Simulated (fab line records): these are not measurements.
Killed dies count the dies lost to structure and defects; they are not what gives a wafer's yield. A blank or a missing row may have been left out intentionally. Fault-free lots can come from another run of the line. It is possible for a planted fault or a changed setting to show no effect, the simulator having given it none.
Which tool did it? / flow gf180mcu / route of 602 steps, sampled at 1 step: 6 lots, 18 wafers

WHAT EACH GAUGE READ, for each wafer
GF_HV_LDD_RS_MEAS_53: a four-point-probe measurement.
lot=L749; measured=day 13 09:36; on=filmMetro-01; HV_LDD_RS (ohm/sq)=419.7 419.2 419.7
lot=L751; measured=day 14 07:21; on=filmMetro-02; HV_LDD_RS (ohm/sq)=419.1 418.6 418.2
lot=L754; measured=day 15 11:06; on=filmMetro-03; HV_LDD_RS (ohm/sq)=418.7 418.6 419.2
lot=L757; measured=day 16 01:45; on=filmMetro-01; HV_LDD_RS (ohm/sq)=418.9 418.9 419.7
lot=L767; measured=day 19 17:37; on=filmMetro-01; HV_LDD_RS (ohm/sq)=418.1 420.2 419.9
lot=L769; measured=day 20 04:53; on=filmMetro-02; HV_LDD_RS (ohm/sq)=418.6 416.9 419.0

EACH LOT AND THE TOOL THAT RAN IT (in order: tool; ch and the chambers of the sampled wafers; start)
The record holds no process step before these readings.

THE ANSWER, worked out from the rows above alone
Rule: what is usual is taken from the lots themselves. The widest of any qualifying gaps counts: lots, ordered by their means at a reading, are off when they make up no more than a third of the lots, leave a main group of 4 or more, and stand apart from it by 3 or more times the standard deviation of that group's means. Not used: any main group whose means are identical at the precision the tables above print for the reading. A lot without any number at a reading at which 4 lots or more have one is off too. The other lots that the step has rows for count as sound.
No lot is off on any of the readings shown, so nothing can be concluded from this.

WHAT THE SIMULATOR HAD PUT IN
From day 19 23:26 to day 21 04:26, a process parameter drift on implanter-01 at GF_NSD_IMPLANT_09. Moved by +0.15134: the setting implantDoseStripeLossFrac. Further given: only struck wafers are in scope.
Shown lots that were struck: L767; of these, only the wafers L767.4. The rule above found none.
